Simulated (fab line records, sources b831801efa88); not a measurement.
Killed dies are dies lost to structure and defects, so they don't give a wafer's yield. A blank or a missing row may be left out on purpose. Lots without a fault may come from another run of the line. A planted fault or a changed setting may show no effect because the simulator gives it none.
Which tool did it? | flow sky130 | 11 lots, 33 wafers sampled, at 2 steps of a route of 708

WHAT THE GAUGES READ, wafer by wafer
SKY_VIA4_THK_MEAS_20: measures by xrf.
lot  | measured     | on            | VIA4_W_THK (nm)
L560 | day 42 23:57 | film_metro-01 | 496 499 498
L563 | day 44 11:31 | film_metro-03 | 494 497 502
L565 | day 44 21:08 | film_metro-03 | 484 496 497
L564 | day 44 22:54 | film_metro-01 | 494 504 489
L566 | day 45 00:48 | film_metro-01 | 499 498 502
L567 | day 45 07:43 | film_metro-03 | 497 491 496
L568 | day 45 08:11 | film_metro-03 | 497 491 489
L570 | day 46 00:04 | film_metro-04 | 491 489 500
L573 | day 46 20:31 | film_metro-04 | 504 508 494
L579 | day 47 21:15 | film_metro-03 | 499 500 499
L580 | day 48 05:25 | film_metro-01 | 493 496 492

WHICH TOOL RAN EACH LOT (tool, then ch and the chambers of the sampled wafers, then the start)
lot  | SKY_VIA3_STRIP_16
L560 | plasma_asher-02 ch 0,1, day 39 20:06
L563 | plasma_asher-02 ch 0,1, day 41 09:28
L565 | plasma_asher-02 ch 0,1, day 41 20:15
L564 | plasma_asher-04 ch 0, day 41 21:45
L566 | plasma_asher-03 ch 0,1, day 41 22:58
L567 | plasma_asher-04 ch 0,1, day 42 06:04
L568 | plasma_asher-03 ch 0,1, day 42 08:55
L570 | plasma_asher-02 ch 0,1, day 43 01:01
L573 | plasma_asher-02 ch 0,1, day 43 23:12
L579 | plasma_asher-02 ch 0,1, day 45 03:58
L580 | plasma_asher-02 ch 0,1, day 45 10:30
- SKY_VIA3_STRIP_16: strips in O2/N2.

THE ANSWER, worked out from the rows above alone
Rule: what is usual is taken from the lots themselves. Put in order of their means at a reading, lots are off if they are a third of the lots or fewer, leave a main group of 4 or more, and stand apart from it by a gap of 3 or more times the standard deviation of the main group's means; of several such gaps the widest counts. A main group whose means are all the same, to the digits that the tables above print for the reading, isn't used. A lot without any number at a reading at which 4 lots or more have one is off too. The other lots that the step has rows for count as sound.
No lot is off at any reading shown: from this, nothing can be told.

WHAT THE SIMULATOR HAD PUT IN
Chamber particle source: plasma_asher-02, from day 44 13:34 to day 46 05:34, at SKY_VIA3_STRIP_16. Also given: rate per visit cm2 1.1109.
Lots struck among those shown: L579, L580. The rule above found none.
